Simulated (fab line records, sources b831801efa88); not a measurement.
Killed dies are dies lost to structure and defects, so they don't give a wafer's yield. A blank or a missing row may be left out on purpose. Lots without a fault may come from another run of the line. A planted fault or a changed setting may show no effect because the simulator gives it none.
A struck lot beside a sound one | flow sky130 | 15 steps out of a route of 708
Sound: wafers L561.4, L561.5, L561.6. Struck: wafers L565.1, L565.4, L565.6. The cause comes at the end.
At each step with rows: each side's tool, then ch and its chambers, then its first start. Under that, the readings that differ: sound wafers | struck wafers | difference of the means | sigmas: that difference in standard deviations of wafers without a fault.
alike: readings whose means differ by less than 2 such deviations, and words and numbers that are the same on both sides. not compared: withheld readings, readings that some wafer has no value for, bounds like >300 that may hide the same value, and numbers for which the record gives no deviation and whose values overlap.
The two part at a step that has a row with sigmas, a row that says differs or no value, or rows on one side only. Numbers that don't overlap but have no deviation are shown without sigmas and don't part them. A reading that every wafer of one side lacks parts them only if that side has two wafers or more.

first, 2 steps without rows for these wafers: SKY_POLY_GATE_CLEAN_19 (cleans in SC1/SC2, time 150 s); SKY_POLY_GATE_OXIDATION_20 (stabilise 600 s, purge 300 s, target thk 4 nm).
SKY_POLY_GATE_THK_MEAS_21:
  sound on film_metro-04, day 19 10:41; struck on film_metro-04, day 20 17:17
  alike: POLY_GATE_OXIDATION_THK
SKY_POLY_GATE_CD_MEAS_22:
  sound on cd_sem-01, day 19 10:53; struck on cd_sem-01, day 20 17:25
  alike: cd_nm
then, 7 steps without rows for these wafers: SKY_LDD_N_DEHYDRATE_00 (time 60 s); SKY_LDD_N_HMDS_01 (prime time 60 s); SKY_LDD_N_COAT_02 (resist thk 300 nm); SKY_LDD_N_SOFTBAKE_03 (time 60 s); SKY_LDD_N_EXPOSE_04 (exposes mask NTM, target cd 840 nm); SKY_LDD_N_PEB_05; SKY_LDD_N_DEVELOP_06 (develop time 60 s).
SKY_LDD_N_OVL_MEAS_07:
  sound on overlay-01, day 20 18:19; struck on overlay-02, day 22 00:41
  alike: LDD_N_OVL
SKY_LDD_N_IMPLANT_08:
  sound on implanter-04 ch 0, day 20 18:24; struck on implanter-04 ch 0, day 22 00:44
  reading                | sound                | struck               | difference | sigmas
  rotation_deg (degrees) | 23.028 23.004 22.969 | 194.03 194.00 194.02 | +171.02    | +99 or more
then, 1 step without rows for these wafers: SKY_LDD_N_IMPLANT_09.
-- the record jumps here: 27 days lie between the struck wafers' starts before and after (it left off in module LDD_N and takes up again in module PAD_OPEN, whose first step shown is number 708 of the route) --
SKY_PAD_OPEN_PROBE_99:
  sound on prober-01, day 48 10:59; struck on prober-02, day 49 04:50
  reading                                | sound                | struck               | difference | sigmas
  model.etest.nfet_01v8_lvt.vt_sat_v (V) | 0.5533 0.5501 0.5363 | 0.5653 0.5652 0.5617 | +0.0175    |
  model.etest.nfet_01v8.vt_sat_v (V)     | 0.6623 0.659 0.6542  | 0.6737 0.6743 0.6659 | +0.0128    |
  alike: killed_at_M0_to_M3, killed_at_M4_up, killed_at_contacts, killed_at_front_end, killed_at_other, killed_dies, killed_on_rim, killed_open, killed_short
  not compared: model.etest.nfet_01v8.r_on_ohm_um, model.etest.nfet_01v8_lvt.drive_ua_um, model.etest.nfet_01v8.drive_ua_um

WHERE THEY PART
Only at SKY_LDD_N_IMPLANT_08, within this record. Later steps at which nothing parts them and some readings are alike: SKY_PAD_OPEN_PROBE_99.

WHY: what the simulator had put in
Process parameter drift: implanter-04, from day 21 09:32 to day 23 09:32, at SKY_LDD_N_IMPLANT_08. Setting rotation_deg, moved by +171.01, from 23. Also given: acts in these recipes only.
